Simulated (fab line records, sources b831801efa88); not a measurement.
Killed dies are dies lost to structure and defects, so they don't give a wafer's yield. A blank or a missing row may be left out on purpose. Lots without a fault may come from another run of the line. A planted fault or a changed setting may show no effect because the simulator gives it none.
Problem report in the 8D (eight disciplines) form, filled by code | flow gf180mcu | the parts of the form that need people (team, actions taken, sign-off) are left out

1. THE PROBLEM
cd_nm at GF_V1_CD_MEAS_14 reads a mean of 250.2 nm on 6 wafers of 2 lots; wafers without a fault read 261.0 nm with a standard deviation of 1.2. That is -9.0 standard deviations from the usual mean.
The step: target cd 260 nm.
First seen on wafer L152.2, day 19 05:26, on cd_sem-01. The record holds 36 wafers of 12 lots with a number at this step. Rule for "out", or "out of limits": more than 4 standard deviations from the usual mean. The other wafers with a number count as sound.

2. WHAT IT IS AND WHAT IT IS NOT
question                    | is                     | is not
which readings at this step | cd_nm                  | -
which lots                  | L152, L153             | L150, L151, L155, L159, L163, L164, L165, L168, L170, L172
which wafers of those lots  | all that have a number | -
read on which gauges        | cd_sem-01              | cd_sem-02
when                        | from day 19 05:26      | up to then (6 sound wafers); but 24 sound wafers of L155, L159, L163, L164, L165, L168, L170, L172 came after

3. SUSPECTS, AND WHAT RULES EACH OUT
Counting: a tool at a process step up to the reading stays a suspect if it ran every lot that is out and no sound lot after the first of them.
- the gauge at GF_V1_CD_MEAS_14: ruled out. All the wafers that are out were read on cd_sem-01, but those of them that GF_V1_EXPOSE_11 has rows for are out there too, on other tools.
- rie_metal-01 at GF_M1_METAL_ETCH_16 (etches the open film in Cl2/BCl3, stops on SiO2, target depth 750.8 nm, time 125.1 s): ruled out as a lasting fault. Sound lots L155, L159, L165, L170 ran on it after its first lot that is out, L152 (day 18 04:13).
- krf_scanner-01 at GF_V1_EXPOSE_11 (exposes mask Via1, target cd 260 nm): kept. It ran every lot that is out, first L152 (day 18 17:08), and no sound lot after that; its last sound lot up to then is L151 (day 18 13:10). Its own readings are out on those wafers: exposure_dose_mJ_cm2.
Left after counting: krf_scanner-01 at GF_V1_EXPOSE_11.

4. THE CAUSE (what the simulator had put in)
Process parameter drift: krf_scanner-01, from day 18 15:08 on, at GF_V1_EXPOSE_11. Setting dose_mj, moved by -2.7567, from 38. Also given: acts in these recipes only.
Counting left only this tool.

5. THE CHAIN OF EFFECTS, in route order
Each row: a reading whose mean over the struck wafers that have a number lies more than 3 standard deviations from the usual. Only readings for which the record gives a usual standard deviation are gone through. hours: the time from each lot's start at the first step in this table that gives one to its start at this step, as a median over the lots. sigmas: the change in usual standard deviations.
hours | step             | reading              | usual    | on struck wafers | change | sigmas
0     | GF_V1_EXPOSE_11  | exposure_dose_mJ_cm2 | 37.95    | 35.43            | -2.52  | -63
12    | GF_V1_CD_MEAS_14 | cd_nm                | 261.0 nm | 250.2            | -10.8  | -9.0
The process steps in it:
- GF_V1_EXPOSE_11: exposes mask Via1, target cd 260 nm.

6. WHAT WOULD HAVE CAUGHT IT SOONER
In this record the first reading out of limits at a measuring or inspecting step was taken at day 19 05:26, 14 hours after the fault began at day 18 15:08.
The tool's own readings at GF_V1_EXPOSE_11 were out on every struck wafer that the step has a row for (exposure_dose_mJ_cm2): an alarm limit on them would have fired on the first of those.
Of the lots that are out (2), L153 began GF_V1_EXPOSE_11 on krf_scanner-01 after day 19 05:26. A hold on the tool at that time would have spared it.
